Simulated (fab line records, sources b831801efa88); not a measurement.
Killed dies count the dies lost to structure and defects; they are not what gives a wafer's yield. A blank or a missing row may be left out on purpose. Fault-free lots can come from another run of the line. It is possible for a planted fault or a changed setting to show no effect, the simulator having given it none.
Which of the tools did it? | flow gf180mcu | Sampling: 6 lots, 18 wafers, 2 of 602 route steps

WHAT THE GAUGES READ, wafer by wafer
GF_M5_OVL_MEAS_08.
lot  | measured     | on         | M5_OVL (nm)
L810 | day 26 12:58 | overlay-02 | 7 0 7
L813 | day 27 11:22 | overlay-02 | -6 -5 -8
L818 | day 29 05:23 | overlay-01 | -9 -3 -6
L824 | day 31 01:02 | overlay-02 | 1 7 -4
L829 | day 32 07:51 | overlay-01 | 0 0 2
L832 | day 32 21:34 | overlay-01 | 9 6 11

WHAT TOOL EACH LOT RAN ON (gives the tool, then ch and the chambers of the sampled wafers, and finally the start)
lot  | GF_V3_SPUTTER_21
L810 | pvd_sputter-04, day 22 15:53
L813 | pvd_sputter-04, day 23 18:43
L818 | pvd_sputter-04, day 25 16:20
L824 | pvd_sputter-03, day 27 16:17
L829 | pvd_sputter-02, day 29 04:19
L832 | pvd_sputter-03, day 29 20:10
- GF_V3_SPUTTER_21: material Ti, target thk 15 nm, time 80.02 s.

THE ANSWER, worked out from the rows above alone
Rule: what is usual is taken from the lots themselves. The widest of any qualifying gaps counts: lots, ordered by their means at a reading, are off when they make up no more than a third of the lots, leave a main group of 4 or more, and stand apart from it by 3 or more times the standard deviation of that group's means. The tables above print the reading to a certain number of digits; a main group whose means all agree to those digits is not used. A lot without any number at a reading at which 4 lots or more have one is off too. Where the step has rows for the other lots, those lots are counted as sound.
No lot is off on any of the readings shown, so nothing can be concluded from this.

WHAT THE SIMULATOR PUT IN
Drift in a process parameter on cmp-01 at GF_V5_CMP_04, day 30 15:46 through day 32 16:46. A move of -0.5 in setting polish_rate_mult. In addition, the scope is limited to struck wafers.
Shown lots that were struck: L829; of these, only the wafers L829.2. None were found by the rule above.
